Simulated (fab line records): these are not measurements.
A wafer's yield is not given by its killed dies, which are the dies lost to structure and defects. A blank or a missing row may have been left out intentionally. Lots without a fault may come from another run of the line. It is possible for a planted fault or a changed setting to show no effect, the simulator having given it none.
Check for tools in common :: flow sky130 :: Sampled: 12 lots, 36 wafers

## THE REASON FOR OPENING IT
At SKY_CONTACT_CD_MEAS_14 the reading cd-nm is flagged on 2 of 12 lots. No-fault wafers: 169.4 nm, standard deviation 1.4.
Rule: a lot is flagged in two cases, either no wafer of it has a number, or all its wafers with numbers fall more than 4 standard deviations from that mean. All remaining lots are regarded as sound.

lot: L463
measured: day 32 09:43
on: cd-sem-02
cd-nm (nm), wafer by wafer: 170.3 169.5 169.3
flag: 

lot: L465
measured: day 33 08:07
on: cd-sem-01
cd-nm (nm), wafer by wafer: 171.6 172.1 170.6
flag: 

lot: L464
measured: day 33 11:19
on: cd-sem-01
cd-nm (nm), wafer by wafer: 170.9 168.3 169.6
flag: 

lot: L468
measured: day 34 07:19
on: cd-sem-01
cd-nm (nm), wafer by wafer: 168.7 169.4 170.3
flag: 

lot: L470
measured: day 34 14:14
on: cd-sem-01
cd-nm (nm), wafer by wafer: 170.3 171.6 169.4
flag: 

lot: L469
measured: day 34 15:14
on: cd-sem-01
cd-nm (nm), wafer by wafer: 145.8 145.7 146.8
flag: FLAGGED

lot: L474
measured: day 36 01:16
on: cd-sem-01
cd-nm (nm), wafer by wafer: 152.2 154.1 153.0
flag: FLAGGED

lot: L476
measured: day 36 15:27
on: cd-sem-02
cd-nm (nm), wafer by wafer: 166.9 167.6 167.7
flag: 

lot: L479
measured: day 37 12:52
on: cd-sem-02
cd-nm (nm), wafer by wafer: 168.7 169.1 169.6
flag: 

lot: L483
measured: day 38 17:03
on: cd-sem-01
cd-nm (nm), wafer by wafer: 170.4 169.6 170.4
flag: 

lot: L484
measured: day 38 22:20
on: cd-sem-01
cd-nm (nm), wafer by wafer: 169.2 170.0 168.9
flag: 

lot: L485
measured: day 39 01:58
on: cd-sem-01
cd-nm (nm), wafer by wafer: 167.8 169.5 170.9
flag: 
On average the flagged lots' numbers are 149.6 nm, which is -19.8 nm against the usual, or -14 standard deviations.

## EACH LOT AND THE TOOL IT RAN ON
The record holds 3 process steps before the reading, out of a route of 708 steps. Read each cell as the tool, then ch plus the chambers that the sampled wafers visited, then the start.
lot: L463
flag: 
SKY_LI_CONTACT_CVD_21: cvd-w-01 ch 0,1, day 29 23:46
SKY_LOCAL_INTERCONNECT_ETCH_13: rie-metal-02 ch 0,1, day 31 04:53
SKY_CONTACT_EXPOSE_11: krf-scanner-01 ch 0, day 31 20:52

lot: L465
flag: 
SKY_LI_CONTACT_CVD_21: cvd-w-02 ch 0,1, day 30 21:24
SKY_LOCAL_INTERCONNECT_ETCH_13: rie-metal-01 ch 0,1, day 32 03:02
SKY_CONTACT_EXPOSE_11: krf-scanner-01 ch 0, day 32 18:58

lot: L464
flag: 
SKY_LI_CONTACT_CVD_21: cvd-w-01 ch 0,1, day 31 01:27
SKY_LOCAL_INTERCONNECT_ETCH_13: rie-metal-01 ch 0,1, day 32 06:35
SKY_CONTACT_EXPOSE_11: krf-scanner-02 ch 0, day 32 22:08

lot: L468
flag: 
SKY_LI_CONTACT_CVD_21: cvd-w-02 ch 0,1, day 31 21:56
SKY_LOCAL_INTERCONNECT_ETCH_13: rie-metal-02 ch 1, day 33 00:11
SKY_CONTACT_EXPOSE_11: krf-scanner-02 ch 0, day 33 17:45

lot: L470
flag: 
SKY_LI_CONTACT_CVD_21: cvd-w-01 ch 0,1, day 32 04:32
SKY_LOCAL_INTERCONNECT_ETCH_13: rie-metal-02 ch 0,1, day 33 08:56
SKY_CONTACT_EXPOSE_11: krf-scanner-02 ch 0, day 34 00:31

lot: L469
flag: FLAGGED
SKY_LI_CONTACT_CVD_21: cvd-w-01 ch 0,1, day 32 05:32
SKY_LOCAL_INTERCONNECT_ETCH_13: rie-metal-02 ch 0,1, day 33 10:53
SKY_CONTACT_EXPOSE_11: krf-scanner-02 ch 0, day 34 02:17

lot: L474
flag: FLAGGED
SKY_LI_CONTACT_CVD_21: cvd-w-01 ch 0, day 33 16:45
SKY_LOCAL_INTERCONNECT_ETCH_13: rie-metal-01 ch 0, day 34 20:41
SKY_CONTACT_EXPOSE_11: krf-scanner-02 ch 0, day 35 11:56

lot: L476
flag: 
SKY_LI_CONTACT_CVD_21: cvd-w-02 ch 0,1, day 34 07:12
SKY_LOCAL_INTERCONNECT_ETCH_13: rie-metal-01 ch 0,1, day 35 10:57
SKY_CONTACT_EXPOSE_11: krf-scanner-01 ch 0, day 36 01:59

lot: L479
flag: 
SKY_LI_CONTACT_CVD_21: cvd-w-01 ch 0,1, day 35 05:38
SKY_LOCAL_INTERCONNECT_ETCH_13: rie-metal-03 ch 0, day 36 08:41
SKY_CONTACT_EXPOSE_11: krf-scanner-01 ch 0, day 36 23:46

lot: L483
flag: 
SKY_LI_CONTACT_CVD_21: cvd-w-01 ch 0,1, day 36 09:34
SKY_LOCAL_INTERCONNECT_ETCH_13: rie-metal-03 ch 0,1, day 37 13:24
SKY_CONTACT_EXPOSE_11: krf-scanner-01 ch 0, day 38 04:26

lot: L484
flag: 
SKY_LI_CONTACT_CVD_21: cvd-w-02 ch 0,1, day 36 16:28
SKY_LOCAL_INTERCONNECT_ETCH_13: rie-metal-02 ch 1, day 37 19:02
SKY_CONTACT_EXPOSE_11: krf-scanner-01 ch 0, day 38 09:46

lot: L485
flag: 
SKY_LI_CONTACT_CVD_21: cvd-w-01 ch 1, day 36 18:23
SKY_LOCAL_INTERCONNECT_ETCH_13: rie-metal-02 ch 0,1, day 37 21:56
SKY_CONTACT_EXPOSE_11: krf-scanner-01 ch 0, day 38 13:04
What these steps do:
- SKY_LI_CONTACT_CVD_21: deposits W, target thk 400 nm, time 120.56 s.
- SKY_LOCAL_INTERCONNECT_ETCH_13: etches BARC in N2/H2, stops on SiO2, time 45.9 s, target depth 60 nm.
- SKY_CONTACT_EXPOSE_11: exposes mask CTM1, target cd 170 nm.
- SKY_CONTACT_CD_MEAS_14: target cd 170 nm.

## FLAGGED AGAINST TOTAL, ONE TOOL AT A TIME (gauges that did the reading follow at the end)
step: SKY_LI_CONTACT_CVD_21
tool: cvd-w-01
lots run: 8
flagged: 2
share of the flagged lots: all
sound lots run after its first flagged lot: 3 (L479,L483,L485)

step: SKY_LI_CONTACT_CVD_21
tool: cvd-w-02
lots run: 4
flagged: 0
share of the flagged lots: none
sound lots run after its first flagged lot: -

step: SKY_LOCAL_INTERCONNECT_ETCH_13
tool: rie-metal-01
lots run: 4
flagged: 1
share of the flagged lots: some
sound lots run after its first flagged lot: 1 (L476)

step: SKY_LOCAL_INTERCONNECT_ETCH_13
tool: rie-metal-02
lots run: 6
flagged: 1
share of the flagged lots: some
sound lots run after its first flagged lot: 2 (L484,L485)

step: SKY_LOCAL_INTERCONNECT_ETCH_13
tool: rie-metal-03
lots run: 2
flagged: 0
share of the flagged lots: none
sound lots run after its first flagged lot: -

step: SKY_CONTACT_EXPOSE_11
tool: krf-scanner-01
lots run: 7
flagged: 0
share of the flagged lots: none
sound lots run after its first flagged lot: -

step: SKY_CONTACT_EXPOSE_11
tool: krf-scanner-02
lots run: 5
flagged: 2
share of the flagged lots: all
sound lots run after its first flagged lot: 0

step: SKY_CONTACT_CD_MEAS_14
tool: cd-sem-01
lots run: 9
flagged: 2
share of the flagged lots: all
sound lots run after its first flagged lot: 3 (L483,L484,L485)

step: SKY_CONTACT_CD_MEAS_14
tool: cd-sem-02
lots run: 3
flagged: 0
share of the flagged lots: none
sound lots run after its first flagged lot: -

## THE TABLE: WHAT IT ALLOWS
Every flagged lot was run by 3 rows of the table: cvd-w-01 at SKY_LI_CONTACT_CVD_21, krf-scanner-02 at SKY_CONTACT_EXPOSE_11 and cd-sem-01 at SKY_CONTACT_CD_MEAS_14.
- cvd-w-01 at SKY_LI_CONTACT_CVD_21 ran 8 lots, 2 of them flagged. Lots that were sound ran on it after the first flagged one (L479, L483, L485); a persistent fault on the entire tool would not allow that.
- krf-scanner-02 at SKY_CONTACT_EXPOSE_11 ran 5 lots, 2 of them flagged. It ran its last sound lot, L470, at day 34 00:31 and its first flagged lot, L469, at day 34 02:17: a fault with its onset between the two fits. Its own readings lie more than 4 standard deviations out on every wafer of the flagged lots: exposure-dose-mJ-cm2.
- cd-sem-01 at SKY_CONTACT_CD_MEAS_14 ran 9 lots, 2 of them flagged. Lots that were sound ran on it after the first flagged one (L483, L484, L485); a persistent fault on the entire tool would not allow that.
What remains is a single tool, krf-scanner-02 at SKY_CONTACT_EXPOSE_11.

## WHAT THE SIMULATOR PUT IN
Drift in process parameters on krf-scanner-02 at SKY_CONTACT_EXPOSE_11, starting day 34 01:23. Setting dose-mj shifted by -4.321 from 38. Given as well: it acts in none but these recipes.
Struck lots among those shown: L469, L474. The same result came from the rule above.
